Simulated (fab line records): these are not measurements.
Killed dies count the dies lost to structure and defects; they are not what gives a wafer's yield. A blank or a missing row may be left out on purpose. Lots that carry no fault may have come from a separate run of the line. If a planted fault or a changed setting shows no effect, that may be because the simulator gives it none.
fab line records + flow sky130
record
- lots=5
- wafers=15
- last-day=50
route steps=708 shown POLY_CUT@312 SD_P@320 PAD_OPEN@708
lots untouched by any fault: they come from a run of this same line in which no faults occurred
start-h: hours from the record's opening day to when the first of the lot's shown wafers began + wait-h: hours from the lot's prior step to this one + " the same as in the row above + L1.1+2: a row that stands for several wafers + - no value, or no start was given + * or withheld: withheld + < > ~ a bound
route shown NAME@n: a module of which the file shows steps, and the number in the route of the first + usual: the fault-free wafers' mean and standard deviation + same: alike in all rows + chamber/n: place in a boat + sites: per-site readings + _std_site: standard deviation across them + _edge_site: inner sites' mean taken away from outer sites' mean + radius-mm: how far each site lies from the wafer's centre + mask NAME#n: copy n + behind: the tool/chamber that last shaped the wafer + hold: reason for holding the lot/hours on hold/outcome of the hold + device: which transistor (n, p or np) failed to switch + end of line: tests run on the same wafers once the route is complete + a step with no rows: only its recipe + killed: dies lost to structure and defects at the first sort, not the wafer's yield + map: a wafer's dies, marking killed ones x, the rest . and places with no die _
set.NAME: the run value of the setting; set.NAME@STEP: its run value at that earlier step + model.NAME: the simulator's own value behind a step, which no gauge read
lots at selected steps of the route; one table per step, one row per wafer
services: the hour from which a tool's chamber was out of use, counted from the record's first day as start-h (under 0 if before that day), plus the number of hours and why
## steps
# step SKY_POLY_CUT_EXPOSE_05
# recipe
- mask-id=NPCM
- na=0.8
- source-shape=annular
- sigma-inner=0.55
- sigma-outer=0.85
- target-cd-nm=270
- dose-mj=32
# step SKY_POLY_CUT_PEB_06
# recipe
- peb-temp-c=withheld
- peb-time-s=withheld
- resist=KrF-thick
# step SKY_POLY_CUT_DEVELOP_07
# recipe
- develop-time-s=60
- resist=KrF-thick
- dev-temp-c=21
# step SKY_POLY_CUT_CD_MEAS_08
# recipe
- target-cd-nm=270
# usual
- cd-nm=270.2/1.3
| lot.wafer | tool      | chamber | start-h | wait-h | cd-nm |
|-----------|-----------|---------|---------|--------|-------|
| L647.1    | cd-sem-01 | -       | 615.94  | -      | 268.2 |
| L647.3    | "         | -       | "       | "      | 269.8 |
| L647.5    | "         | -       | "       | "      | 268.5 |
| L657.1    | cd-sem-02 | -       | 690.78  | -      | 271.9 |
| L657.2    | "         | -       | "       | "      | 271.2 |
| L657.4    | "         | -       | "       | "      | 271.0 |
| L658.2    | cd-sem-01 | -       | 706.31  | -      | 270.7 |
| L658.5    | "         | -       | "       | "      | 270.4 |
| L658.6    | "         | -       | "       | "      | 270.8 |
| L659.1    | cd-sem-02 | -       | 710.44  | -      | 271.2 |
| L659.3    | "         | -       | "       | "      | 270.8 |
| L659.4    | "         | -       | "       | "      | 269.9 |
| L663.1    | cd-sem-02 | -       | 738.89  | -      | 270.4 |
| L663.2    | "         | -       | "       | "      | 271.0 |
| L663.6    | "         | -       | "       | "      | 271.9 |
# step SKY_POLY_CUT_OVL_MEAS_09
# usual
- POLY_CUT_OVL=2/6.1
| lot.wafer | tool       | chamber | start-h | wait-h | POLY_CUT_OVL[nm] |
|-----------|------------|---------|---------|--------|------------------|
| L647.1    | overlay-01 | -       | 616.06  | 0.1    | 6                |
| L647.3    | "          | -       | "       | "      | 1                |
| L647.5    | "          | -       | "       | "      | 8                |
| L657.1    | overlay-02 | -       | 690.90  | 0.1    | -7               |
| L657.2    | "          | -       | "       | "      | -1               |
| L657.4    | "          | -       | "       | "      | -4               |
| L658.2    | overlay-02 | -       | 706.41  | 0.1    | -2               |
| L658.5    | "          | -       | "       | "      | -3               |
| L658.6    | "          | -       | "       | "      | -10              |
| L659.1    | overlay-02 | -       | 710.56  | 0.1    | -5               |
| L659.3    | "          | -       | "       | "      | -1               |
| L659.4    | "          | -       | "       | "      | 1                |
| L663.1    | overlay-02 | -       | 739.01  | 0.1    | 4                |
| L663.2    | "          | -       | "       | "      | 5                |
| L663.6    | "          | -       | "       | "      | 6                |
# step SKY_POLY_CUT_ETCH_10
# recipe
- chemistry=N2/H2
- target=BARC
- ion-energy-ev=200
- source-w=500
- bias-w=100
- pressure-mtorr=30
- n2-flow-sccm=100
- h2-flow-sccm=200
- stop-on=SiO2
- time-s=45.9
- target-depth-a=600
# usual
- drypump-motor-current-A=5.5/0.32
- h2-flow-sccm=200.0/0.6
- oes-product-au=0.855/0.005
- throttle-valve-pct=13.226/0.0092
| lot.wafer | tool        | chamber | start-h | wait-h | drypump-motor-current-A | h2-flow-sccm | oes-product-au | rf-hours-counter-h | throttle-valve-pct |
|-----------|-------------|---------|---------|--------|-------------------------|--------------|----------------|--------------------|--------------------|
| L647.1    | rie-diel-01 | 0       | 616.09  | 0.0    | 5.3                     | 200.8        | 0.857          | 9                  | 13.227             |
| L647.3    | "           | 2       | "       | "      | 6.1                     | 199.2        | 0.863          | 46                 | 13.230             |
| L647.5    | "           | 2       | "       | "      | 6.1                     | 199.7        | 0.858          | -                  | 13.230             |
| L657.1    | rie-diel-02 | 3       | 690.93  | 0.0    | 5.8                     | 199.9        | 0.861          | 6                  | 13.226             |
| L657.2    | "           | 0       | "       | "      | 5.6                     | 199.5        | 0.861          | 10                 | 13.229             |
| L657.4    | "           | 1       | "       | "      | 5.4                     | 200.3        | 0.853          | 0                  | 13.221             |
| L658.2    | rie-diel-01 | 2       | 706.44  | 0.0    | 6.1                     | 200.4        | 0.854          | 47                 | 13.212             |
| L658.5    | "           | 0       | "       | "      | 5.4                     | 199.4        | 0.860          | -                  | 13.223             |
| L658.6    | "           | 3       | "       | "      | 5.2                     | 199.3        | 0.850          | -                  | 13.241             |
| L659.1    | rie-diel-01 | 3       | 710.59  | 0.0    | 5.2                     | 200.3        | 0.855          | 11                 | 13.218             |
| L659.3    | "           | 1       | "       | "      | 5.1                     | 199.9        | 0.856          | 5                  | 13.210             |
| L659.4    | "           | 2       | "       | "      | 6.1                     | 200.3        | 0.859          | 47                 | 13.225             |
| L663.1    | rie-diel-02 | 1       | 739.04  | 0.0    | 5.4                     | 200.4        | 0.851          | 1                  | 13.224             |
| L663.2    | "           | 2       | "       | "      | 5.6                     | 200.3        | 0.852          | 34                 | 13.216             |
| L663.6    | "           | 3       | "       | "      | 5.8                     | 200.2        | 0.858          | -                  | 13.222             |
# step SKY_POLY_CUT_ETCH_11
# recipe
- target=Si3N4
- chemistry=CF4/CH2F2/Ar
- stop-on=poly-Si
- source-w=600
- bias-w=150
- pressure-mtorr=40
- cf4-flow-sccm=40
- ch2f2-flow-sccm=20
- Ar_flow_sccm=150
- time-s=42.5
- target-depth-a=600
# usual
- drypump-motor-current-A=5.5/0.33
- oes-product-au=0.829/0.0074
- throttle-valve-pct=14.994/0.0088
| lot.wafer | tool        | chamber | start-h | wait-h | drypump-motor-current-A | oes-product-au | rf-hours-counter-h | throttle-valve-pct |
|-----------|-------------|---------|---------|--------|-------------------------|----------------|--------------------|--------------------|
| L647.1    | rie-diel-01 | 0       | 616.14  | 0.0    | 5.3                     | 0.822          | 9                  | 14.988             |
| L647.3    | "           | 2       | "       | "      | 6.1                     | 0.828          | 46                 | 14.986             |
| L647.5    | "           | 2       | "       | "      | 6.1                     | 0.818          | -                  | 14.990             |
| L657.1    | rie-diel-02 | 3       | 690.97  | 0.0    | 5.8                     | 0.825          | 6                  | 14.983             |
| L657.2    | "           | 0       | "       | "      | 5.6                     | 0.836          | 10                 | 14.992             |
| L657.4    | "           | 1       | "       | "      | 5.4                     | 0.841          | 0                  | 14.999             |
| L658.2    | rie-diel-01 | 2       | 706.49  | 0.0    | 6.1                     | 0.828          | 47                 | 15.007             |
| L658.5    | "           | 0       | "       | "      | 5.3                     | 0.833          | -                  | 14.986             |
| L658.6    | "           | 3       | "       | "      | 5.2                     | 0.825          | -                  | 14.988             |
| L659.1    | rie-diel-01 | 3       | 710.64  | 0.0    | 5.2                     | 0.825          | 11                 | 15.006             |
| L659.3    | "           | 1       | "       | "      | 5.2                     | 0.818          | 5                  | 14.994             |
| L659.4    | "           | 2       | "       | "      | 6.1                     | 0.831          | 47                 | 14.991             |
| L663.1    | rie-diel-02 | 1       | 739.09  | 0.0    | 5.4                     | 0.827          | 1                  | 14.985             |
| L663.2    | "           | 2       | "       | "      | 5.6                     | 0.829          | 34                 | 14.995             |
| L663.6    | "           | 3       | "       | "      | 5.8                     | 0.823          | -                  | 14.990             |
# step SKY_POLY_CUT_STRIP_12
# recipe
- chemistry=O2/N2
- power-w=1400
- pressure-mtorr=1500
- platen-temp-c=withheld
- o2-flow-sccm=3000
- n2-flow-sccm=300
- overash-fraction=0.5
# usual
- drypump-motor-current-A=5.9/0.53
- o2-flow-sccm=3000/9.6
- oes-product-au=0.453/0.0043
- strip-time-to-endpoint-s=5.370/0.018
| lot.wafer | tool            | chamber | start-h | wait-h | drypump-motor-current-A | o2-flow-sccm | oes-product-au | rf-hours-counter-h | strip-time-to-endpoint-s |
|-----------|-----------------|---------|---------|--------|-------------------------|--------------|----------------|--------------------|--------------------------|
| L647.1    | plasma-asher-02 | 1       | 616.18  | 0.0    | 5.0                     | 3003         | 0.464          | 92                 | 5.395                    |
| L647.3    | "               | 1       | "       | "      | 5.0                     | 3015         | 0.458          | -                  | 5.395                    |
| L647.5    | "               | 0       | "       | "      | 6.4                     | 3005         | 0.456          | -                  | 5.387                    |
| L657.1    | plasma-asher-04 | 1       | 691.01  | 0.0    | 6.2                     | 2995         | 0.457          | 56                 | 5.362                    |
| L657.2    | "               | 0       | "       | "      | 6.2                     | 2983         | 0.448          | 56                 | 5.390                    |
| L657.4    | "               | 0       | "       | "      | 6.2                     | 2999         | 0.455          | -                  | 5.378                    |
| L658.2    | plasma-asher-04 | 1       | 706.53  | 0.0    | 6.3                     | 3001         | 0.456          | 57                 | 5.382                    |
| L658.5    | "               | 0       | "       | "      | 6.1                     | 2995         | 0.455          | -                  | 5.387                    |
| L658.6    | "               | 1       | "       | "      | 6.3                     | 2991         | 0.453          | -                  | 5.389                    |
| L659.1    | plasma-asher-02 | 1       | 710.68  | 0.0    | 5.1                     | 2999         | 0.447          | 102                | 5.360                    |
| L659.3    | "               | 1       | "       | "      | 5.1                     | 2992         | 0.448          | -                  | 5.367                    |
| L659.4    | "               | 0       | "       | "      | 6.4                     | 2997         | 0.450          | -                  | 5.346                    |
| L663.1    | plasma-asher-01 | 0       | 739.13  | 0.0    | 6.1                     | 3002         | 0.455          | 93                 | 5.338                    |
| L663.2    | "               | 1       | "       | "      | 5.9                     | 2989         | 0.454          | 93                 | 5.354                    |
| L663.6    | "               | 1       | "       | "      | 6.0                     | 3012         | 0.451          | -                  | 5.356                    |
# step SKY_SD_P_DEHYDRATE_00
# recipe
- temp-c=200
- time-s=60
# step SKY_SD_P_HMDS_01
# recipe
- prime-time-s=60
- prime-temp-c=120
# step SKY_SD_P_COAT_02
# recipe
- resist=NOVOLAK
- spin-rpm=3000
- resist-thk-nm=1140
# step SKY_SD_P_SOFTBAKE_03
# recipe
- temp-c=90
- time-s=60
- resist=NOVOLAK
# step SKY_SD_P_EXPOSE_04
# recipe
- mask-id=PSDM
- na=0.6
- source-shape=conventional
- sigma-outer=0.6
- polarization=unpolarized
- target-cd-nm=380
- dose-mj=138
| lot.wafer  | tool             | chamber | start-h | wait-h | mask      |
|------------|------------------|---------|---------|--------|-----------|
| L647.1+3+5 | iline-stepper-02 | 0       | 630.94  | -      | PSDM_R1#0 |
| L657.1+2+4 | iline-stepper-02 | 0       | 705.60  | -      | PSDM#0    |
| L658.2+5+6 | iline-stepper-01 | 0       | 720.12  | -      | PSDM#0    |
| L659.1+3+4 | iline-stepper-02 | 0       | 723.69  | -      | PSDM#0    |
| L663.1+2+6 | iline-stepper-02 | 0       | 752.49  | -      | PSDM#0    |
# step SKY_SD_P_PEB_05
# recipe
- temp-c=withheld
- time-s=*
- resist=NOVOLAK
# step SKY_SD_P_DEVELOP_06
# recipe
- resist=NOVOLAK
- developer=TMAH
- develop-time-s=60
- dev-temp-c=23
# step SKY_SD_P_CD_MEAS_07
# recipe
- target-cd-nm=380
# usual
- cd-nm=380.6/2.5
| lot.wafer | tool      | chamber | start-h | wait-h | cd-nm |
|-----------|-----------|---------|---------|--------|-------|
| L647.1    | cd-sem-02 | -       | 645.49  | 0.1    | 305.7 |
| L647.3    | "         | -       | "       | "      | 305.9 |
| L647.5    | "         | -       | "       | "      | 306.8 |
| L657.1    | cd-sem-02 | -       | 718.77  | 0.1    | 377.8 |
| L657.2    | "         | -       | "       | "      | 378.7 |
| L657.4    | "         | -       | "       | "      | 375.1 |
| L658.2    | cd-sem-01 | -       | 733.76  | 0.1    | 381.6 |
| L658.5    | "         | -       | "       | "      | 382.5 |
| L658.6    | "         | -       | "       | "      | 382.2 |
| L659.1    | cd-sem-02 | -       | 736.99  | 0.1    | 378.0 |
| L659.3    | "         | -       | "       | "      | 377.7 |
| L659.4    | "         | -       | "       | "      | 380.0 |
| L663.1    | cd-sem-02 | -       | 766.29  | 0.1    | 377.1 |
| L663.2    | "         | -       | "       | "      | 376.4 |
| L663.6    | "         | -       | "       | "      | 376.9 |
# step SKY_SD_P_OVL_MEAS_08
# usual
- SD_P_OVL=-0.4/1.3
| lot.wafer | tool       | chamber | start-h | wait-h | SD_P_OVL[nm] |
|-----------|------------|---------|---------|--------|--------------|
| L647.1    | overlay-02 | -       | 645.61  | 0.1    | -2.4         |
| L647.3    | "          | -       | "       | "      | -2.0         |
| L647.5    | "          | -       | "       | "      | -1.9         |
| L657.1    | overlay-02 | -       | 718.89  | 0.1    | -0.5         |
| L657.2    | "          | -       | "       | "      | 0.8          |
| L657.4    | "          | -       | "       | "      | 3.1          |
| L658.2    | overlay-02 | -       | 733.86  | 0.1    | -2.3         |
| L658.5    | "          | -       | "       | "      | -1.4         |
| L658.6    | "          | -       | "       | "      | -0.9         |
| L659.1    | overlay-02 | -       | 737.11  | 0.1    | 1.1          |
| L659.3    | "          | -       | "       | "      | 0.0          |
| L659.4    | "          | -       | "       | "      | 0.0          |
| L663.1    | overlay-01 | -       | 766.41  | 0.1    | -0.5         |
| L663.2    | "          | -       | "       | "      | -0.4         |
| L663.6    | "          | -       | "       | "      | -0.7         |
# step SKY_PAD_OPEN_PROBE_99
# usual
- killed_at_M0_to_M3=43/6.7
- killed_at_M4_up=3.2/1.8
- killed-at-contacts=24/4.8
- killed-at-front-end=16/4.2
- killed-at-other=0.3/0.56
- killed-dies=86/8.5
- killed-open=47/6.7
- killed-short=39/6
# same
- gross-dies=492
- killed-at-back-side=0
| lot.wafer | tool      | chamber | start-h | wait-h | killed_at_M0_to_M3 | killed_at_M4_up | killed-at-contacts | killed-at-front-end | killed-at-other | killed-dies | killed-open | killed-short |
|-----------|-----------|---------|---------|--------|--------------------|-----------------|--------------------|---------------------|-----------------|-------------|-------------|--------------|
| L647.1    | prober-01 | -       | 1115.53 | 0.1    | 52                 | 3               | 22                 | 12                  | 1               | 90          | 48          | 42           |
| L647.3    | prober-01 | -       | 1115.63 | 0.2    | 51                 | 3               | 25                 | 20                  | 3               | 102         | 52          | 48           |
| L647.5    | prober-01 | -       | 1115.73 | 0.2    | 35                 | 3               | 20                 | 19                  | 1               | 78          | 39          | 39           |
| L658.2    | prober-02 | -       | 1172.87 | 0.1    | 42                 | 2               | 27                 | 16                  | 0               | 87          | 53          | 34           |
| L658.5    | prober-02 | -       | 1173.02 | 0.2    | 39                 | 4               | 29                 | 22                  | 0               | 94          | 43          | 51           |
| L658.6    | prober-02 | -       | 1173.07 | 0.2    | 37                 | 0               | 32                 | 13                  | 0               | 82          | 49          | 33           |
| L659.1    | prober-01 | -       | 1176.91 | 0.1    | 57                 | 2               | 19                 | 12                  | 2               | 92          | 53          | 39           |
| L659.3    | prober-01 | -       | 1177.01 | 0.2    | 39                 | 1               | 23                 | 10                  | 0               | 73          | 37          | 36           |
| L659.4    | prober-01 | -       | 1177.06 | 0.2    | 47                 | 4               | 20                 | 21                  | 0               | 92          | 52          | 40           |
| L663.1    | prober-01 | -       | 1193.86 | 0.1    | 43                 | 3               | 21                 | 12                  | 0               | 79          | 38          | 41           |
| L663.2    | prober-01 | -       | 1193.91 | 0.1    | 41                 | 4               | 23                 | 17                  | 1               | 86          | 53          | 33           |
| L663.6    | prober-01 | -       | 1194.11 | 0.2    | 45                 | 3               | 26                 | 11                  | 0               | 85          | 38          | 47           |
# killed by level:class
L647.1 VIA1:geometric-particle:open=13 CONTACT:geometric-particle:open=9 VIA3:geometric-particle:open=8 METAL1:geometric-particle:short=6 POLY_GATE:geometric-particle:short=4 LOCAL_INTERCONNECT:geometric-particle:short=4 VIA2:geometric-particle:open=4 VIA1:geometric-particle:short=4
L647.3 VIA1:geometric-particle:open=13 VIA3:geometric-particle:open=8 CONTACT:geometric-particle:open=7 METAL2:geometric-particle:short=7 VIA2:geometric-particle:open=7 LOCAL_INTERCONNECT:geometric-particle:short=6 FIELD_ISO:geometric-particle:short=5 CONTACT:geometric-particle:short=5
L647.5 LI_CONTACT:geometric-particle:open=7 VIA2:geometric-particle:open=6 CONTACT:geometric-particle:short=5 VIA1:geometric-particle:open=5 METAL2:geometric-particle:short=5 FIELD_ISO:geometric-particle:short=4 CONTACT:geometric-particle:open=4 METAL2:geometric-particle:open=4
L658.2 CONTACT:geometric-particle:open=14 VIA1:geometric-particle:open=9 VIA3:geometric-particle:open=8 VIA2:geometric-particle:open=7 LI_CONTACT:geometric-particle:open=6 VIA1:geometric-particle:short=5 VIA2:geometric-particle:short=5 CONTACT:geometric-particle:short=5
L658.5 CONTACT:geometric-particle:open=11 CONTACT:geometric-particle:short=7 VIA1:geometric-particle:open=7 VIA1:geometric-particle:short=6 POLY_GATE:geometric-particle:short=5 METAL1:geometric-particle:short=5 METAL2:geometric-particle:short=5 VIA3:geometric-particle:short=5
L658.6 VIA1:geometric-particle:open=12 LI_CONTACT:geometric-particle:open=10 CONTACT:geometric-particle:short=10 CONTACT:geometric-particle:open=8 METAL2:geometric-particle:short=6 VIA3:geometric-particle:open=4 VIA2:geometric-particle:open=4 FIELD_ISO:geometric-particle:open=3
L659.1 VIA2:geometric-particle:open=12 VIA1:geometric-particle:open=11 CONTACT:geometric-particle:open=9 VIA3:geometric-particle:open=8 METAL1:geometric-particle:short=5 VIA1:geometric-particle:short=5 LOCAL_INTERCONNECT:geometric-particle:short=4 METAL2:geometric-particle:short=4
L659.3 METAL2:geometric-particle:short=9 CONTACT:geometric-particle:open=8 VIA1:geometric-particle:open=8 CONTACT:geometric-particle:short=7 VIA2:geometric-particle:open=6 VIA3:geometric-particle:open=5 LI_CONTACT:geometric-particle:open=4 FIELD_ISO:geometric-particle:short=3
L659.4 VIA1:geometric-particle:open=16 LI_CONTACT:geometric-particle:open=8 POLY_GATE:geometric-particle:open=6 METAL2:geometric-particle:short=6 VIA2:geometric-particle:short=6 FIELD_ISO:geometric-particle:open=5 POLY_GATE:geometric-particle:short=5 VIA1:geometric-particle:short=5
L663.1 VIA1:geometric-particle:open=14 METAL1:geometric-particle:short=9 LI_CONTACT:geometric-particle:open=7 METAL2:geometric-particle:short=5 POLY_GATE:geometric-particle:short=5 LOCAL_INTERCONNECT:geometric-particle:short=5 CONTACT:geometric-particle:open=5 VIA2:geometric-particle:short=4
L663.2 VIA1:geometric-particle:open=9 VIA2:geometric-particle:open=7 VIA3:geometric-particle:open=7 CONTACT:geometric-particle:open=6 FIELD_ISO:geometric-particle:open=5 LI_CONTACT:geometric-particle:open=5 LOCAL_INTERCONNECT:geometric-particle:short=5 CONTACT:geometric-particle:short=4
L663.6 VIA1:geometric-particle:open=12 VIA1:geometric-particle:short=10 LOCAL_INTERCONNECT:geometric-particle:short=10 LI_CONTACT:geometric-particle:open=7 CONTACT:geometric-particle:open=6 METAL2:geometric-particle:short=5 POLY_GATE:geometric-particle:open=4 METAL3:geometric-particle:short=4
## services
| tool             | chamber | start-h | hours | kind           |
|------------------|---------|---------|-------|----------------|
| rie-diel-01      | -       | 597.57  | 0.9   | repair         |
| plasma-asher-02  | -       | 600.68  | 8.6   | repair         |
| iline-stepper-01 | 0       | 600.79  | -     | calibration    |
| rie-diel-01      | 3       | 609.34  | 2.6   | repair         |
| plasma-asher-01  | -       | 621.18  | 0.3   | repair         |
| plasma-asher-04  | -       | 648.35  | 5.8   | pm             |
| iline-stepper-02 | -       | 653.24  | 4.6   | repair         |
| iline-stepper-01 | -       | 655.32  | 4.9   | repair         |
| plasma-asher-04  | -       | 655.40  | 1.8   | repair         |
| rie-diel-02      | 1       | 658.27  | -     | clean          |
| rie-diel-02      | 1       | 658.27  | 27.2  | scheduled-down |
| rie-diel-02      | 1       | 658.27  | 27.2  | vent-cycle     |
| iline-stepper-02 | 0       | 713.55  | -     | calibration    |
| rie-diel-01      | 2       | 720.23  | -     | clean          |
| rie-diel-01      | 2       | 720.23  | 20.3  | scheduled-down |
| rie-diel-01      | 2       | 720.23  | 20.3  | vent-cycle     |
| rie-diel-02      | 0       | 722.02  | 6.0   | repair         |
| iline-stepper-01 | -       | 727.36  | 28.8  | repair         |
| plasma-asher-02  | -       | 733.75  | 9.0   | pm             |
| plasma-asher-02  | 0       | 733.75  | 9.0   | vent-cycle     |
| plasma-asher-02  | 1       | 733.75  | 9.0   | vent-cycle     |
| plasma-asher-02  | 0       | 742.75  | -     | clean          |
| plasma-asher-02  | 1       | 742.75  | -     | clean          |
| plasma-asher-01  | -       | 744.21  | 7.7   | repair         |
## key
first-sign
- step=SKY_SD_P_EXPOSE_04
- reading=mask
- direction=changed
effect
- step=SKY_SD_P_CD_MEAS_07
- reading=cd-nm
- direction=down
- sigmas=30
- usual=380.6
- struck=306.1
met-at SKY_SD_P_EXPOSE_04
struck-wafers L647.1,L647.3,L647.5
tester-left-out L647
fault
- kind=wrong-mask
- tool=any
- chamber=-
- onset-h=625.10
- steps=SKY_SD_P_EXPOSE_04
- aux-copy=PSDM_R1#0
- cd-offset-nm=-76
- scope=struck-lots-only
# tester-left-out: of these lots the tester's yield and bins aren't shown, on N5 and GAA mostly nor the transistor test; their killed dies are dies lost to structure and defects alone, not to doping, threshold or leakage, so they don't give the yield
